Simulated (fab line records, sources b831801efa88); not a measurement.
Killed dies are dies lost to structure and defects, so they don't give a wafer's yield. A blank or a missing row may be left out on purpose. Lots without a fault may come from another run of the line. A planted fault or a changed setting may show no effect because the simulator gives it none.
Which tool did it? | flow sky130 | 6 lots, 18 wafers sampled, at 2 steps of a route of 708

WHAT THE GAUGES READ, wafer by wafer
SKY_VIA1_BOW_MEAS_03.
lot  | measured     | on            | VIA1_BOW (um)
L165 | day 33 17:18 | film_metro-02 | 72 81 75
L168 | day 34 16:41 | film_metro-02 | 79 88 77
L170 | day 35 00:58 | film_metro-03 | 68 81 84
L173 | day 35 19:38 | film_metro-02 | 76 91 88
L183 | day 39 02:16 | film_metro-04 | 83 76 81
L186 | day 39 23:40 | film_metro-03 | 73 75 89

WHICH TOOL RAN EACH LOT (tool, then ch and the chambers of the sampled wafers, then the start)
lot  | SKY_METAL1_SPUTTER_03
L165 | pvd_sputter-03, day 32 13:10
L168 | pvd_sputter-04, day 33 12:11
L170 | pvd_sputter-04, day 33 21:38
L173 | pvd_sputter-01, day 34 15:39
L183 | pvd_sputter-01, day 37 23:30
L186 | pvd_sputter-01, day 38 21:28
- SKY_METAL1_SPUTTER_03: material Ti, target thk 5 nm, time 3.3 s.

THE ANSWER, worked out from the rows above alone
Rule: what is usual is taken from the lots themselves. Put in order of their means at a reading, lots are off if they are a third of the lots or fewer, leave a main group of 4 or more, and stand apart from it by a gap of 3 or more times the standard deviation of the main group's means; of several such gaps the widest counts. A main group whose means are all the same, to the digits that the tables above print for the reading, isn't used. A lot without any number at a reading at which 4 lots or more have one is off too. The other lots that the step has rows for count as sound.
No lot is off at any reading shown: from this, nothing can be told.

WHAT THE SIMULATOR HAD PUT IN
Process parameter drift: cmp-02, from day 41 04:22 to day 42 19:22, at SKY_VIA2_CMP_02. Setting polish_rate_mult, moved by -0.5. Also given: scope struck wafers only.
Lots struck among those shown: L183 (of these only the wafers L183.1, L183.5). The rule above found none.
